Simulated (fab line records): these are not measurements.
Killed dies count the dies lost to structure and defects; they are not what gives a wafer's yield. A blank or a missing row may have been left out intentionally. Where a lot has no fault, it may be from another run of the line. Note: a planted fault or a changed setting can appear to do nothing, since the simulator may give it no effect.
A lot that was struck, set against a sound lot + flow sky130 + 16 steps out of a route of 708
Sound: the wafers L779.1, L779.2, L779.5. The struck wafers were L793.3, L793.4, L793.5. The cause comes at the end.
Each step with rows lists, per side, the tool, then ch with its chambers, then its first start. Under that, the readings that differ: sound wafers + struck wafers + difference of the means + sigmas: that difference in standard deviations of wafers without a fault.
alike: a reading whose means differ by less than 2 such deviations, as well as words and numbers matching on both sides. not compared: withheld readings; readings where some wafer has no value; bounds like >300 that might hide an equal value; numbers whose values overlap and for which the record gives no deviation.
A row with sigmas, a row that says differs or no value, or rows on one side alone: a step with any of these is where the two part. Non-overlapping numbers with no deviation appear without sigmas and do not part them. Lack of a reading on every wafer of one side parts them only where that side has two or more wafers.

first, 3 steps without rows for these wafers: SKY_SONOS_TUNNEL_EXPOSE_04 (exposes mask TUNM, target cd 410 nm); SKY_SONOS_TUNNEL_PEB_05; SKY_SONOS_TUNNEL_DEVELOP_06 (develop time 60 s).
SKY_SONOS_TUNNEL_CD_MEAS_07 targets a cd of 410 nm.
  struck on cdSem-01, day 17 15:25; sound on cdSem-01, day 13 11:12
  alike: cdNm
SKY_SONOS_TUNNEL_OVL_MEAS_08:
  struck on overlay-01, day 17 15:30; sound on overlay-01, day 13 11:19
| reading               | sound         | struck      | difference | sigmas |
|-----------------------|---------------|-------------|------------|--------|
| SONOS_TUNNEL_OVL (nm) | -2.0 -1.1 0.0 | 1.8 3.0 3.2 | +3.7       | +3     |
then, 3 steps without rows for these wafers: SKY_SONOS_TUNNEL_IMPLANT_09; SKY_SONOS_TUNNEL_WET_ETCH_10 (etches SiO2 in dHF, target depth 14 nm, time 280 s); SKY_SONOS_TUNNEL_STRIP_11 (strips in SPM, time 600 s).
SKY_SONOS_TUNNEL_TW_MEAS_12:
  struck on filmMetro-01, day 17 15:59; sound on filmMetro-02, day 13 11:46
  alike: SONOS_TUNNEL_TW
then, 2 steps without rows for these wafers: SKY_SONOS_TUNNEL_CLEAN_13 (cleans in dHF, time 20 s); SKY_SONOS_ONO_OXIDATION_00 (stabilise 600 s, purge 300 s, target thk 2.6 nm).
SKY_SONOS_ONO_THK_MEAS_01:
  struck on filmMetro-04, day 17 18:15; sound on filmMetro-04, day 13 13:32
  alike: SONOS_ONO_OXIDATION_THK
SKY_SONOS_ONO_CVD_02: deposits Si3N4 from DCS/NH3, target thk 10.5 nm, time 180 s.
  sound on lpcvd-02 ch 1, day 13 13:37; struck on lpcvd-02 ch 1, day 17 18:17
| reading                                    | sound             | struck            | difference | sigmas |
|--------------------------------------------|-------------------|-------------------|------------|--------|
| spikeTcCentreC (C)                         | 766.9 768.8 767.9 | 785.3 783.6 783.9 | +16.4      | +7     |
| zonePowerCentrePct (%)                     | 12.2 12.2 12.2    | 15.9 15.8 16.2    | +3.8       | +8     |
| model.Si3N4_of_SONOS_ONO_CVD_02.thkNm (nm) | 10.58 10.68 10.7  | 11.94 12.04 12    | +1.34      |        |
SKY_SONOS_ONO_THK_MEAS_03:
  struck on filmMetro-04, day 17 19:22; sound on filmMetro-01, day 13 14:40
| reading                   | sound             | struck            | difference | sigmas |
|---------------------------|-------------------|-------------------|------------|--------|
| SONOS_ONO_CVD_02_THK (nm) | 10.54 10.68 10.71 | 11.92 12.05 12.02 | +1.35      | +10    |
then, 1 step without rows for these wafers: SKY_SONOS_ONO_CVD_04 (deposits SiO2 from SiH4/N2O, target thk 5.7199 nm).
-- here the record skips 33 days between the struck wafers' starts before and after, leaving off in module SONOS_ONO and picking up in module PAD_OPEN (first step shown: number 708 of the route) --
SKY_PAD_OPEN_PROBE_99:
  struck on prober-01, day 50 10:22; sound on prober-01, day 47 17:16
| reading                                 | sound                | struck               | difference | sigmas |
|-----------------------------------------|----------------------|----------------------|------------|--------|
| model.etest.sonosErased.driveUaUm       | 189.5 154.9 191.2    | 153 135.7 114.9      | -44        |        |
| model.etest.sonosUncharged.rOnOhmUm     | 812.8 822.2 811.9    | 845.6 832 837.2      | +22.6      |        |
| model.etest.sonosProgrammed.offLog10AUm | -14.05 -13.87 -13.93 | -12.18 -12.75 -12.46 | +1.49      |        |
| model.etest.capOno.gateLog10ACm2        | -7.875 -8.097 -7.922 | -9.25 -9.155 -9.215  | -1.24      |        |
| model.etest.capOno.gateBvV (V)          | 16.53 16.59 16.1     | 17.4 17.3 18.1       | +1.2       |        |
| model.etest.capOno.toxAccNm (nm)        | 12.82 12.95 12.85    | 13.9 13.78 13.95     | +1.0       |        |
| model.etest.sonosProgrammed.vtV (V)     | 1.438 1.375 1.442    | 0.8235 0.9039 0.8708 | -0.5523    |        |
| model.etest.sonosErased.vtV (V)         | -2.309 -2.207 -2.316 | -1.775 -1.811 -1.701 | +0.515     |        |
  alike: killed_at_M0_to_M3, killed_at_M4_up, killedAtContacts, killedAtFrontEnd, killedAtOther, killedDies, killedOpen, killedShort

== WHERE THEY PART ==
At SKY_SONOS_TUNNEL_OVL_MEAS_08 first; at SKY_SONOS_ONO_THK_MEAS_03 last (within this record only). Later steps at which nothing parts them and some readings are alike: SKY_PAD_OPEN_PROBE_99.

WHY: the cause the simulator had injected
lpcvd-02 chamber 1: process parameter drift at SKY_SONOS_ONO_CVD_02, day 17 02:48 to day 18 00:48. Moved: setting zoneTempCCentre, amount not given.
